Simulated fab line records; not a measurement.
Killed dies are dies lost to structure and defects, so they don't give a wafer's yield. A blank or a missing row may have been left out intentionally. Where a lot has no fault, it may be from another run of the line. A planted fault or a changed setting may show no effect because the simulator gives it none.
fab line records    flow sky130
record lots=6  wafers=18  last_day=50
route steps=708 shown RES_XHIGH@336 SD_N@342 PAD_OPEN@708
lots untouched by any fault: they come from a run of this same line in which no faults occurred
start_h: start of the lot's first displayed wafer, in hours after the record's first day    wait_h: hours since the lot's step before    " same as the row above    L1.1+2: several wafers, shown together as one row    - either no value or no given start    * or withheld: withheld    < > ~ a bound
route shown NAME@n: a module of which the file shows steps, and the number in the route of the first    usual: mean/standard deviation taken from wafers without a fault    same: alike in all rows    chamber/n: place in a boat    sites: the reading at each site    _std_site: standard deviation of those values    _edge_site: mean of outer sites minus mean of inner sites    radius_mm: how far each site lies from the wafer's centre    mask NAME#n: copy n    behind: the most recent tool/chamber to have shaped the wafer    hold: the reason the lot was held/the length of the hold in hours/how it ended    device: the transistor (n, p or np) that didn't switch    end of line: the tests these same wafers got at the end of their route    where a step has no rows: the recipe by itself    killed: count of dies lost to structure and defects at first sort (not the wafer's yield)    map: the dies of a wafer, with x for killed, . for not killed, _ for no die there
set.NAME: the setting the step ran with; set.NAME@STEP: the setting that earlier step ran with    model.NAME: the simulator's own value behind a step, which no gauge read
lots seen at some steps along the route; tables by step, rows by wafer
services: the hour from which a tool's chamber was out of use, counted from the record's first day as start_h (under 0 if before that day), plus the number of hours and why
## steps
# step SKY_RES_XHIGH_EXPOSE_04
# recipe mask_id=URPM  na=0.6  source_shape=conventional  sigma_outer=0.6  polarization=unpolarized  target_cd_nm=1270  dose_mj=140
# step SKY_RES_XHIGH_PEB_05
# recipe temp_c=withheld  time_s=*  resist=NOVOLAK
# step SKY_RES_XHIGH_DEVELOP_06
# recipe resist=NOVOLAK  developer=TMAH  develop_time_s=58.99  dev_temp_c=23
# step SKY_RES_XHIGH_IMPLANT_07
# recipe species=BF2  energy_kev=20  dose_cm2=3.6e+14  tilt_deg=0
# step SKY_RES_XHIGH_STRIP_08
# recipe chemistry=O2/N2  power_w=1400  pressure_mtorr=1500  platen_temp_c=withheld  o2_flow_sccm=3000  n2_flow_sccm=300  overash_fraction=0.5
# usual drypump_motor_current_A=5.7/0.33  oes_product_au=0.711/0.0041  strip_time_to_endpoint_s=14.28/0.038
lot.wafer  tool             chamber  start_h  wait_h  drypump_motor_current_A  oes_product_au  rf_hours_counter_h  strip_time_to_endpoint_s
L942.1     plasma_asher-01  1        687.61   0.1     5.9                      0.716           87                  14.32
L942.3     "                0        "        "       5.5                      0.712           -                   14.28
L942.4     "                1        "        "       5.9                      0.714           -                   14.26
L950.1     plasma_asher-04  0        724.76   0.1     5.8                      0.710           99                  14.28
L950.3     "                1        "        "       5.8                      0.711           -                   14.27
L950.6     "                0        "        "       5.8                      0.722           -                   14.29
L956.1     plasma_asher-01  1        789.46   0.1     5.9                      0.709           98                  14.20
L956.5     "                1        "        "       5.9                      0.706           -                   14.24
L956.6     "                0        "        "       5.5                      0.719           -                   14.30
L958.1     plasma_asher-02  0        802.82   0.1     6.0                      0.714           37                  14.23
L958.2     "                1        "        "       5.0                      0.710           37                  14.29
L958.6     "                1        "        "       5.0                      0.701           -                   14.28
L959.2     plasma_asher-02  1        803.96   0.1     5.0                      0.714           37                  14.29
L959.4     "                0        "        "       5.9                      0.713           -                   14.27
L959.6     "                0        "        "       5.9                      0.709           -                   14.29
L960.4     plasma_asher-02  1        825.34   0.1     5.0                      0.712           -                   14.21
L960.5     "                1        "        "       5.0                      0.709           -                   14.22
L960.6     "                0        "        "       6.0                      0.711           -                   14.26
# step SKY_RES_XHIGH_TW_MEAS_09
# usual RES_XHIGH_TW=1636/11
lot.wafer  tool           chamber  start_h  wait_h  RES_XHIGH_TW
L942.1     film_metro-03  -        687.71   0.1     1629
L942.3     "              -        "        "       1625
L942.4     "              -        "        "       1629
L950.1     film_metro-04  -        724.86   0.1     1632
L950.3     "              -        "        "       1641
L950.6     "              -        "        "       1636
L956.1     film_metro-02  -        789.56   0.1     1643
L956.5     "              -        "        "       1644
L956.6     "              -        "        "       1643
L958.1     film_metro-03  -        802.92   0.1     1626
L958.2     "              -        "        "       1628
L958.6     "              -        "        "       1621
L959.2     film_metro-02  -        804.07   0.1     1640
L959.4     "              -        "        "       1631
L959.6     "              -        "        "       1637
L960.4     film_metro-04  -        825.44   0.1     1626
L960.5     "              -        "        "       1629
L960.6     "              -        "        "       1629
# step SKY_SD_N_DEHYDRATE_00
# recipe temp_c=200  time_s=60
# step SKY_SD_N_HMDS_01
# recipe prime_time_s=60  prime_temp_c=120
# step SKY_SD_N_COAT_02
# recipe resist=NOVOLAK  spin_rpm=3000  resist_thk_nm=1140
# step SKY_SD_N_SOFTBAKE_03
# recipe temp_c=90  time_s=60  resist=NOVOLAK
# step SKY_SD_N_EXPOSE_04
# recipe mask_id=NSDM  na=0.6  source_shape=conventional  sigma_outer=0.6  polarization=unpolarized  target_cd_nm=380  dose_mj=141
# step SKY_SD_N_PEB_05
# recipe temp_c=withheld  time_s=*  resist=NOVOLAK
# step SKY_SD_N_DEVELOP_06
# recipe resist=NOVOLAK  developer=TMAH  develop_time_s=60  dev_temp_c=23
lot.wafer   tool            chamber  start_h  wait_h
L942.1+3+4  litho_track-03  0        715.16   0.1
L950.1+3+6  litho_track-02  0        751.05   0.1
L956.1+5+6  litho_track-02  0        814.90   0.1
L958.1+2+6  litho_track-02  0        828.50   0.1
L959.2+4+6  litho_track-01  0        829.94   0.1
L960.4+5+6  litho_track-01  0        850.74   0.1
# step SKY_SD_N_CD_MEAS_07
# recipe target_cd_nm=380
# usual cd_nm=379.7/2.6
lot.wafer  tool       chamber  start_h  wait_h  cd_nm
L942.1     cd_sem-01  -        715.31   0.1     376.1
L942.3     "          -        "        "       376.7
L942.4     "          -        "        "       377.6
L950.1     cd_sem-02  -        751.20   0.1     381.2
L950.3     "          -        "        "       378.5
L950.6     "          -        "        "       382.2
L956.1     cd_sem-01  -        815.05   0.1     392.7
L956.5     "          -        "        "       391.1
L956.6     "          -        "        "       393.3
L958.1     cd_sem-02  -        828.65   0.1     387.4
L958.2     "          -        "        "       390.7
L958.6     "          -        "        "       388.7
L959.2     cd_sem-01  -        830.08   0.1     377.3
L959.4     "          -        "        "       378.6
L959.6     "          -        "        "       380.9
L960.4     cd_sem-01  -        850.87   0.1     381.3
L960.5     "          -        "        "       382.7
L960.6     "          -        "        "       383.6
# step SKY_SD_N_OVL_MEAS_08
# usual SD_N_OVL=-0.7/1.3
lot.wafer  tool        chamber  start_h  wait_h  SD_N_OVL[nm]
L942.1     overlay-01  -        715.43   0.1     -1.9
L942.3     "           -        "        "       -0.9
L942.4     "           -        "        "       -0.6
L950.1     overlay-01  -        751.32   0.1     -1.0
L950.3     "           -        "        "       0.7
L950.6     "           -        "        "       -0.1
L956.1     overlay-02  -        815.17   0.1     0.1
L956.5     "           -        "        "       1.6
L956.6     "           -        "        "       1.5
L958.1     overlay-01  -        828.77   0.1     -0.2
L958.2     "           -        "        "       -1.3
L958.6     "           -        "        "       -0.2
L959.2     overlay-01  -        830.19   0.1     -1.2
L959.4     "           -        "        "       -1.0
L959.6     "           -        "        "       -0.3
L960.4     overlay-02  -        850.95   0.1     -0.4
L960.5     "           -        "        "       -2.0
L960.6     "           -        "        "       -2.3
# step SKY_PAD_OPEN_PROBE_99
# usual killed_at_M0_to_M3=44/7.2  killed_at_M4_up=3.0/1.8  killed_at_contacts=24/5.4  killed_at_front_end=14/4.4  killed_at_other=0.4/0.64  killed_dies=86/9.4  killed_open=47/7.7  killed_short=39/5.8
# same gross_dies=492  killed_at_back_side=0
lot.wafer  tool       chamber  start_h  wait_h  killed_at_M0_to_M3  killed_at_M4_up  killed_at_contacts  killed_at_front_end  killed_at_other  killed_dies  killed_open  killed_short
L950.1     prober-01  -        1150.63  0.1     53                  4                34                  10                   1                102          63           39
L950.3     prober-01  -        1150.73  0.2     37                  0                29                  15                   1                82           38           44
L950.6     prober-01  -        1150.88  0.2     47                  3                11                  12                   0                73           45           28
L956.1     prober-01  -        1191.33  0.1     48                  1                20                  12                   0                81           40           41
L956.5     prober-01  -        1191.53  0.2     40                  5                20                  9                    0                74           35           39
L956.6     prober-01  -        1191.58  0.2     48                  2                24                  17                   0                91           42           49
L958.1     prober-02  -        1201.33  0.1     44                  1                31                  12                   0                88           53           35
L958.2     prober-02  -        1201.38  0.1     30                  4                29                  11                   0                74           40           34
L958.6     prober-02  -        1201.58  0.2     39                  4                16                  15                   0                74           37           37
# killed by level:class
L950.1 CONTACT:geometric_particle:open=16 VIA1:geometric_particle:open=15 LI_CONTACT:geometric_particle:open=11 VIA3:geometric_particle:open=8 METAL1:geometric_particle:short=5 METAL2:geometric_particle:short=5 VIA3:geometric_particle:short=5 VIA2:geometric_particle:open=4
L950.3 LI_CONTACT:geometric_particle:open=8 LOCAL_INTERCONNECT:geometric_particle:short=7 VIA1:geometric_particle:open=7 METAL2:geometric_particle:short=7 POLY_GATE:geometric_particle:short=5 LI_CONTACT:geometric_particle:short=5 CONTACT:geometric_particle:open=5 METAL1:geometric_particle:short=5
L950.6 VIA1:geometric_particle:open=10 VIA2:geometric_particle:open=7 VIA3:geometric_particle:short=6 VIA1:geometric_particle:short=5 CONTACT:geometric_particle:open=5 METAL1:geometric_particle:short=4 POLY_GATE:geometric_particle:open=4 LI_CONTACT:geometric_particle:open=4
L956.1 VIA1:geometric_particle:open=15 VIA2:geometric_particle:short=6 METAL2:geometric_particle:short=6 VIA2:geometric_particle:open=6 FIELD_ISO:geometric_particle:short=5 LI_CONTACT:geometric_particle:open=5 VIA1:geometric_particle:short=5 CONTACT:geometric_particle:short=4
L956.5 METAL2:geometric_particle:short=10 VIA1:geometric_particle:open=7 CONTACT:geometric_particle:open=7 VIA2:geometric_particle:open=6 CONTACT:geometric_particle:short=4 VIA1:geometric_particle:short=4 FIELD_ISO:geometric_particle:open=3 FIELD_ISO:geometric_particle:short=3
L956.6 VIA2:geometric_particle:open=10 CONTACT:geometric_particle:open=7 VIA1:geometric_particle:short=7 VIA1:geometric_particle:open=7 FIELD_ISO:geometric_particle:open=6 FIELD_ISO:geometric_particle:short=6 METAL2:geometric_particle:short=6 LOCAL_INTERCONNECT:geometric_particle:short=5
L958.1 VIA1:geometric_particle:open=13 CONTACT:geometric_particle:open=12 VIA3:geometric_particle:open=9 LI_CONTACT:geometric_particle:open=8 LOCAL_INTERCONNECT:geometric_particle:short=6 METAL1:geometric_particle:short=5 POLY_GATE:geometric_particle:open=4 CONTACT:geometric_particle:short=4
L958.2 CONTACT:geometric_particle:open=10 LI_CONTACT:geometric_particle:open=8 METAL2:geometric_particle:short=6 VIA2:geometric_particle:open=6 CONTACT:geometric_particle:short=5 LOCAL_INTERCONNECT:geometric_particle:short=4 FIELD_ISO:geometric_particle:open=3 POLY_GATE:geometric_particle:short=3
L958.6 VIA1:geometric_particle:open=10 CONTACT:geometric_particle:open=6 METAL2:geometric_particle:short=6 METAL1:geometric_particle:short=5 VIA2:geometric_particle:open=5 POLY_GATE:geometric_particle:short=4 LOCAL_INTERCONNECT:geometric_particle:short=4 FIELD_ISO:geometric_particle:open=3
## services
tool             chamber  start_h  hours  kind
plasma_asher-04  -        733.75   9.0    pm
plasma_asher-04  0        733.75   9.0    vent_cycle
plasma_asher-04  1        733.75   9.0    vent_cycle
plasma_asher-04  0        742.75   -      clean
plasma_asher-04  1        742.75   -      clean
plasma_asher-04  -        753.24   5.1    repair
plasma_asher-04  -        762.97   3.7    repair
plasma_asher-02  -        775.78   2.8    pm
litho_track-03   -        813.96   -      consumable_replace:filter
plasma_asher-04  -        847.49   0.5    repair
## key
first_sign step=SKY_SD_N_CD_MEAS_07  reading=cd_nm  direction=up  sigmas=4.2  usual=379.7  struck=390.6
effect none on later readings
met_at SKY_SD_N_DEVELOP_06
struck_wafers L956.1,L956.5,L956.6,L958.1,L958.2,L958.6
tester_left_out L956,L958
onset_between 751.05 814.90
fault kind=process_parameter_drift  tool=litho_track-02  chamber=-  onset_h=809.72  steps=SKY_SD_N_DEVELOP_06  channel=develop_time_s  offset=*  shape=step  end_h=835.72  acts_in=*  stated=*
# tester_left_out: of these lots the tester's yield and bins aren't shown, on N5 and GAA mostly nor the transistor test; their killed dies are dies lost to structure and defects alone, not to doping, threshold or leakage, so they don't give the yield
